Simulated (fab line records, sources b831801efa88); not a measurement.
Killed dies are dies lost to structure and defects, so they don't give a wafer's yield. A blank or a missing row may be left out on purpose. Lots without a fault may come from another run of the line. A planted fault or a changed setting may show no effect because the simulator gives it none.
One fault seen from 2 desks | flow sky130 | each desk has only its own numbers; what lay behind them comes last

THE METROLOGY DESK
What the gauges read, lot by lot, whatever tool the lot ran on: means of the sampled wafers that have a number. A lot is out of limits, marked OUT, if its mean lies more than 4 standard deviations from the usual mean; the brackets give that distance.
Columns: A = PASSIVATION_CVD_00_THK at SKY_PASSIVATION_THK_MEAS_01, usual 90.2 nm
lot  | first seen here | A
L293 | day 44 01:30    | 90.5
L295 | day 44 11:37    | 91.7
L296 | day 44 17:36    | 89.8
L297 | day 45 04:17    | 91.1
L300 | day 46 01:05    | 88.7
L301 | day 46 08:19    | 88.9
L304 | day 46 20:48    | 91.3
L305 | day 47 10:20    | 90.5
L306 | day 47 16:11    | 89.7
L309 | day 48 06:01    | 89.3
L314 | day 49 09:44    | 90.2
L315 | day 49 13:05    | 89.7
This desk's finding: nothing out of limits on any of the 12 lots.

THE TOOL OWNER'S DESK: cmp-02
The tool's own readings at SKY_VIA4_CMP_21 (polishes, stops on SiO2, t overpolish 25 s, target thk 0 nm): means of the sampled wafers that have a number, for each lot that ran on this tool. A lot is out of limits, marked OUT, if its mean lies more than 4 standard deviations from the usual mean; the brackets give that distance.
Columns: A = motor_current_A at SKY_VIA4_CMP_21, usual 10.5 A; B = overpolish_run_s at SKY_VIA4_CMP_21, usual 25.000 s; C = time_to_endpoint_s at SKY_VIA4_CMP_21, usual 120 s
lot  | first seen here | A    | B      | C
L304 | day 45 23:05    | 10.6 | 25.008 | 123
L305 | day 46 12:05    | 9.3  | 25.001 | 118
L306 | day 46 19:17    | 10.8 | 25.006 | 118
L314 | day 48 14:22    | 11.1 | 24.997 | 124
L315 | day 48 17:38    | 10.7 | 25.000 | 120
This desk's finding: nothing out of limits on any of the 5 lots.

PUT TOGETHER
The metrology desk saw nothing out of limits.
The tool owner's desk saw nothing out of limits.

WHAT THE SIMULATOR HAD PUT IN
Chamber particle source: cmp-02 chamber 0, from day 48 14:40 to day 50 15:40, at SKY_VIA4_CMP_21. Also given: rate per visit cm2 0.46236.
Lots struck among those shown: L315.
